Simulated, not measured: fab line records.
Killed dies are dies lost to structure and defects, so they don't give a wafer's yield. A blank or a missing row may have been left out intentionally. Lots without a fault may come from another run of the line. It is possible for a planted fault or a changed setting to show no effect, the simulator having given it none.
Which tool did it? | flow sky130 | 21 wafers from 7 lots sampled at 2 of the route's 708 steps

WHAT THE GAUGES SHOWED, per wafer
SKY_NWELL_RS_MEAS_29: a four-point-probe measurement.
lot  | measured     | on            | NWELL_RS (ohm/sq)
L274 | day 5 13:29  | film metro-03 | 626.7 625.5 627.3
L277 | day 6 18:28  | film metro-02 | 623.2 625.5 626.7
L279 | day 6 22:34  | film metro-03 | 625.5 624.2 623.4
L284 | day 8 02:09  | film metro-03 | 620.3 622.1 623.5
L290 | day 9 11:34  | film metro-02 | 650.9 649.6 649.2
L294 | day 10 23:25 | film metro-02 | 623.2 623.6 624.1
L296 | day 11 03:43 | film metro-01 | 625.4 622.5 624.0

EACH LOT AND THE TOOL THAT RAN IT (in order: tool; ch and the chambers of the sampled wafers; start)
lot  | SKY_NWELL_IMPLANT_13
L274 | implanter-03 ch 0, day 4 19:11
L277 | implanter-04 ch 0, day 5 23:28
L279 | implanter-04 ch 0, day 6 02:34
L284 | implanter-04 ch 0, day 7 05:53
L290 | implanter-03, day 8 14:48
L294 | implanter-03 ch 0, day 10 00:43
L296 | implanter-04 ch 0, day 10 04:36
- SKY_NWELL_IMPLANT_13

THE ANSWER, worked out from the rows above alone
Rule: the lots themselves supply what counts as usual. The widest of any qualifying gaps counts: lots, ordered by their means at a reading, are off when they make up no more than a third of the lots, leave a main group of 4 or more, and stand apart from it by 3 or more times the standard deviation of that group's means. Not used: any main group whose means are identical at the precision the tables above print for the reading. A lot without any number at a reading at which 4 lots or more have one is off too. Any other lot the step has rows for is counted as sound.
Off: at SKY_NWELL_RS_MEAS_29 (NWELL_RS), L290. Main group: mean 624.3 ohm/sq, sd 1.4.
A tool fits if, at a process step before that reading, it ran every lot that is off, and no sound lot after the first of them. Gauges at SKY_NWELL_RS_MEAS_29: tried the same way as those tools. Of those tried, none fits.

WHAT THE SIMULATOR HAD PUT IN
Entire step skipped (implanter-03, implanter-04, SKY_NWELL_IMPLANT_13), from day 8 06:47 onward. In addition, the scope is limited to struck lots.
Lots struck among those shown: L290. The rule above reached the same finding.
